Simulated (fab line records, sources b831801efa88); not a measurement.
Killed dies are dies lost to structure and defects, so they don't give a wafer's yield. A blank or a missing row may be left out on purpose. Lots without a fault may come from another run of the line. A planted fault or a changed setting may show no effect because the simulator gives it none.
A struck lot beside a sound one | flow sky130 | 17 steps out of a route of 708
Sound: wafers L807.1, L807.2, L807.4. Struck: wafers L818.1, L818.2, L818.4. The cause comes at the end.
At each step with rows: each side's tool, then ch and its chambers, then its first start. Under that, the readings that differ: sound wafers | struck wafers | difference of the means | sigmas: that difference in standard deviations of wafers without a fault.
alike: readings whose means differ by less than 2 such deviations, and words and numbers that are the same on both sides. not compared: withheld readings, readings that some wafer has no value for, bounds like >300 that may hide the same value, and numbers for which the record gives no deviation and whose values overlap.
The two part at a step that has a row with sigmas, a row that says differs or no value, or rows on one side only. Numbers that don't overlap but have no deviation are shown without sigmas and don't part them. A reading that every wafer of one side lacks parts them only if that side has two wafers or more.

first, 3 steps without rows for these wafers: SKY_LI_CONTACT_EXPOSE_09 (exposes mask LICM1, target cd 170 nm); SKY_LI_CONTACT_PEB_10; SKY_LI_CONTACT_DEVELOP_11 (develop time 60 s).
SKY_LI_CONTACT_CD_MEAS_12: target cd 170 nm.
  sound on cd_sem-02, day 31 07:02; struck on cd_sem-02, day 34 13:40
  alike: cd_nm
SKY_LI_CONTACT_OVL_MEAS_13:
  sound on overlay-02, day 31 07:09; struck on overlay-02, day 34 13:47
  alike: LI_CONTACT_OVL
SKY_LI_CONTACT_ETCH_14: etches BARC in N2/H2, stops on SiO2, time 45.9 s, target depth 60 nm.
  sound on rie_diel-04 ch 0,1,2, day 31 07:11; struck on rie_diel-04 ch 0,2,3, day 34 13:50
  alike: drypump_motor_current_A, oes_product_au, throttle_valve_pct
  not compared: rf_hours_counter_h
SKY_LI_CONTACT_ETCH_15: etches PSG in C4F8/O2/Ar, stops on Si, target depth 600 nm.
  sound on rie_diel-04 ch 0,1,2, day 31 07:13; struck on rie_diel-04 ch 0,2,3, day 34 13:52
  alike: oes_product_au
SKY_LI_CONTACT_STRIP_16: strips in O2/N2.
  sound on plasma_asher-04 ch 0,1, day 31 07:19; struck on plasma_asher-04 ch 0,1, day 34 13:57
  alike: drypump_motor_current_A, oes_product_au, strip_time_to_endpoint_s
  not compared: rf_hours_counter_h
then, 2 steps without rows for these wafers: SKY_LI_CONTACT_CLEAN_17 (cleans in NMP, time 600 s); SKY_LI_CONTACT_PRE_CLEAN_18 (time 5.6 s).
SKY_LI_CONTACT_SPUTTER_19: material Ti, target thk 20 nm, time 106.37 s.
  sound on pvd_sputter-03, day 31 07:36; struck on pvd_sputter-04, day 34 14:15
  alike: throttle_valve_pct
then, 1 step without rows for these wafers: SKY_LI_CONTACT_SPUTTER_20 (material TiN, target thk 20 nm, time 80 s).
SKY_LI_CONTACT_CVD_21: deposits W, target thk 400 nm, time 120.56 s.
  sound on cvd_w-02 ch 0,1, day 31 07:44; struck on cvd_w-02 ch 0,1, day 34 14:23
  reading                                  | sound             | struck            | difference | sigmas
  chamber_pressure_Torr (Torr)             | 40.22 40.03 40.04 | 36.15 36.06 35.98 | -4.03      | -43
  model.W_of_LI_CONTACT_CVD_21.thk_nm (nm) | 395.9 395.6 403.9 | 376.9 385 385.3   | -16.1      |
  alike: heater_power_w
SKY_LI_CONTACT_RS_MEAS_22: measures by four-point-probe.
  sound on film_metro-02, day 31 07:52; struck on film_metro-03, day 34 14:48
  reading                  | sound             | struck            | difference | sigmas
  LI_CONTACT_W_RS (ohm/sq) | 0.288 0.288 0.282 | 0.302 0.296 0.296 | +0.012     | +2
  not compared: hold
SKY_LI_CONTACT_THK_MEAS_23: measures by xrf.
  sound on film_metro-02, day 31 07:59; struck on film_metro-03, day 34 16:25
  reading               | sound       | struck      | difference | sigmas
  LI_CONTACT_W_THK (nm) | 412 411 420 | 384 391 389 | -26        | -3
  not compared: hold
SKY_LI_CONTACT_CMP_24: polishes, stops on PSG, t overpolish 20 s, target thk 0 nm.
  sound on cmp-02 ch 0,1,3, day 31 08:03; struck on cmp-01 ch 1,2,3, day 34 22:57
  reading | sound | struck                                                                     | difference                   | sigmas
  hold    | - - - | await_dispo/5.9h/release await_dispo/5.9h/release await_dispo/5.9h/release | no value on the sound wafers |
  alike: edge_zone_pressure_frac, motor_current_A
-- the record jumps here: 15 days lie between the struck wafers' starts before and after (it left off in module LI_CONTACT and takes up again in module PAD_OPEN, whose first step shown is number 708 of the route) --
SKY_PAD_OPEN_PROBE_99:
  the record has rows for the struck wafers here (prober-01, day 49 16:11) and none for the sound ones

WHERE THEY PART
First at SKY_LI_CONTACT_CVD_21; last, within this record, at SKY_PAD_OPEN_PROBE_99.

WHY: what the simulator had put in
Process parameter drift: cvd_w-02, from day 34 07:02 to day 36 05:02, at SKY_LI_CONTACT_CVD_21. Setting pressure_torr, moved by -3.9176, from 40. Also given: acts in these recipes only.
